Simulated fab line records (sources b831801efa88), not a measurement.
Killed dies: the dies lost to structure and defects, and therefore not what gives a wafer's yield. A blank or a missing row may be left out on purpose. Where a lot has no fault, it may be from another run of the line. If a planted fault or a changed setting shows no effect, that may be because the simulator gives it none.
Split-lot study / flow sfq_line / on a route of 325 steps: 5 lots, 23 wafers read

== ABOUT THE SPLIT ==
At SFQ_TRILAYER_I5_LITHO_EXPOSE_145 (exposes mask I5, target cd 700 nm), the setting dose_mj was moved away from the recipe's 21.3 on 7 of the 23 wafers read, by +2.1% to +6.2%. For the rest of the wafers, this setting stayed at what the recipe calls for.

== FROM THE SPLIT TO THE READING: what the file shows between them, 3 steps ==
- SFQ_TRILAYER_I5_LITHO_PEB_147: peb time 60 s
- SFQ_TRILAYER_I5_LITHO_DEVELOP_146: time 60 s
- SFQ_TRILAYER_I5_BARC_OPEN_VIA_ETCH_200: etches BARC in O2, target depth 125 nm, time 41.7 s

== THE READING ==
I5.cd_nm (the simulator's own value, which no gauge read), in nm, at SFQ_TRILAYER_I5_ETCH_VIA_ETCH_147 (etches the open film in CHF3, stops on Nb, target depth 360 nm). The file does not state a usual value for it. Across the 16 wafers here that went through the recipe, the average is 701.2 nm and the standard deviation 3.1 nm.

wafer=L076.1; tool, chamber at the split=krf_scanner-02, 0; dose_mj as run=22.4; against the recipe=+5.2%; I5.cd_nm, nm=707; against lot-mates on the recipe=+5.9
wafer=L076.2; tool, chamber at the split=krf_scanner-02, 0; dose_mj as run=21.3; against the recipe=recipe; I5.cd_nm, nm=700.9; against lot-mates on the recipe=-
wafer=L076.3; tool, chamber at the split=krf_scanner-02, 0; dose_mj as run=21.3; against the recipe=recipe; I5.cd_nm, nm=700.3; against lot-mates on the recipe=-
wafer=L076.5; tool, chamber at the split=krf_scanner-02, 0; dose_mj as run=21.3; against the recipe=recipe; I5.cd_nm, nm=702.1; against lot-mates on the recipe=-
wafer=L076.6; tool, chamber at the split=krf_scanner-02, 0; dose_mj as run=22.4; against the recipe=+5.2%; I5.cd_nm, nm=707.2; against lot-mates on the recipe=+6.1
wafer=L077.1; tool, chamber at the split=krf_scanner-02, 0; dose_mj as run=22.62; against the recipe=+6.2%; I5.cd_nm, nm=714.9; against lot-mates on the recipe=+10.9
wafer=L077.3; tool, chamber at the split=krf_scanner-02, 0; dose_mj as run=22.62; against the recipe=+6.2%; I5.cd_nm, nm=714.8; against lot-mates on the recipe=+10.8
wafer=L077.4; tool, chamber at the split=krf_scanner-02, 0; dose_mj as run=21.3; against the recipe=recipe; I5.cd_nm, nm=704.4; against lot-mates on the recipe=-
wafer=L077.5; tool, chamber at the split=krf_scanner-02, 0; dose_mj as run=21.3; against the recipe=recipe; I5.cd_nm, nm=704.4; against lot-mates on the recipe=-
wafer=L077.6; tool, chamber at the split=krf_scanner-02, 0; dose_mj as run=21.3; against the recipe=recipe; I5.cd_nm, nm=703.2; against lot-mates on the recipe=-
wafer=L079.1; tool, chamber at the split=krf_scanner-02, 0; dose_mj as run=21.74; against the recipe=+2.1%; I5.cd_nm, nm=705.8; against lot-mates on the recipe=+0.8
wafer=L079.3; tool, chamber at the split=krf_scanner-02, 0; dose_mj as run=21.74; against the recipe=+2.1%; I5.cd_nm, nm=706.1; against lot-mates on the recipe=+1.1
wafer=L079.4; tool, chamber at the split=krf_scanner-02, 0; dose_mj as run=21.3; against the recipe=recipe; I5.cd_nm, nm=702.7; against lot-mates on the recipe=-
wafer=L079.5; tool, chamber at the split=krf_scanner-02, 0; dose_mj as run=21.3; against the recipe=recipe; I5.cd_nm, nm=707.4; against lot-mates on the recipe=-
wafer=L079.6; tool, chamber at the split=krf_scanner-02, 0; dose_mj as run=21.74; against the recipe=+2.1%; I5.cd_nm, nm=705.3; against lot-mates on the recipe=+0.2
wafer=L081.1; tool, chamber at the split=krf_scanner-02, 0; dose_mj as run=21.3; against the recipe=recipe; I5.cd_nm, nm=703; against lot-mates on the recipe=-
wafer=L081.3; tool, chamber at the split=krf_scanner-02, 0; dose_mj as run=21.3; against the recipe=recipe; I5.cd_nm, nm=701; against lot-mates on the recipe=-
wafer=L081.4; tool, chamber at the split=krf_scanner-02, 0; dose_mj as run=21.3; against the recipe=recipe; I5.cd_nm, nm=701.5; against lot-mates on the recipe=-
wafer=L083.1; tool, chamber at the split=krf_scanner-02, 0; dose_mj as run=21.3; against the recipe=recipe; I5.cd_nm, nm=694.9; against lot-mates on the recipe=-
wafer=L083.2; tool, chamber at the split=krf_scanner-02, 0; dose_mj as run=21.3; against the recipe=recipe; I5.cd_nm, nm=702; against lot-mates on the recipe=-
wafer=L083.3; tool, chamber at the split=krf_scanner-02, 0; dose_mj as run=21.3; against the recipe=recipe; I5.cd_nm, nm=697.3; against lot-mates on the recipe=-
wafer=L083.4; tool, chamber at the split=krf_scanner-02, 0; dose_mj as run=21.3; against the recipe=recipe; I5.cd_nm, nm=696.4; against lot-mates on the recipe=-
wafer=L083.6; tool, chamber at the split=krf_scanner-02, 0; dose_mj as run=21.3; against the recipe=recipe; I5.cd_nm, nm=698.1; against lot-mates on the recipe=-

THE FIT
A straight line over all 23 wafers: I5.cd_nm changes by +1.8 nm for each +1% of dose_mj; r = +0.80; the points scatter about the line by 3.1 nm.
The same after taking each lot's own level away (the mean of its wafers on the recipe; 23 wafers): +1.46 nm for each +1%; r = +0.87; scatter 1.8 nm.
According to that fit, moving dose_mj by its largest amount changes the reading by 9.1 nm.
Across the lots, their own levels run from 697.74 to 705.05 nm, a range of 2.3 times the standard deviation given above.
So the lot-to-lot level blurs the effect unless lot-mates are compared.
Check: +7.97 nm against its lot-mates is what the line predicts for one of the wafers moved furthest among these (+6.2%) when that wafer is left out of the fit. It came out at +10.9 nm against them.

== OTHER SPLITS ON THESE WAFERS ==
Other splits were also applied to these wafers ahead of the reading. Each is held against what the fit with the lots' levels taken away leaves over:
other split on the same wafers=SFQ_TRILAYER_JJ_CE_LITHO_PEB_117 peb_temp_c; wafers away from the commonest value=8; r with I5.cd_nm (lot level and that fit taken away)=+0.37
other split on the same wafers=SFQ_TRILAYER_R5_LITHO_COAT_141 spin_rpm; wafers away from the commonest value=9; r with I5.cd_nm (lot level and that fit taken away)=-0.26
other split on the same wafers=SFQ_TRILAYER_R5_LITHO_PEB_139 peb_time_s; wafers away from the commonest value=9; r with I5.cd_nm (lot level and that fit taken away)=-0.43
other split on the same wafers=SFQ_TRILAYER_A5C_DEP_PECVD_142 time_s; wafers away from the commonest value=11; r with I5.cd_nm (lot level and that fit taken away)=-0.21

== THE WHOLE CHAIN: every reading that the file lists as answering this split, in the file's order ==
step=SFQ_TRILAYER_I5_BARC_OPEN_VIA_ETCH_200; what it does=etches BARC in O2, target depth 125 nm, time 41.7 s; reading=I5.cd_nm (the simulator's own value, which no gauge read); change (the file's fit)=+1.51 nm for each +1% of the setting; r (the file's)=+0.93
step=SFQ_TRILAYER_I5_ETCH_VIA_ETCH_147; what it does=etches the open film in CHF3, stops on Nb, target depth 360 nm; reading=I5.cd_nm (the simulator's own value, which no gauge read); change (the file's fit)=+1.44 nm for each +1% of the setting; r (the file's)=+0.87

== FILE'S OWN FIT ==
I5.cd_nm changes by +1.44 nm for each +1% of dose_mj, r = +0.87.
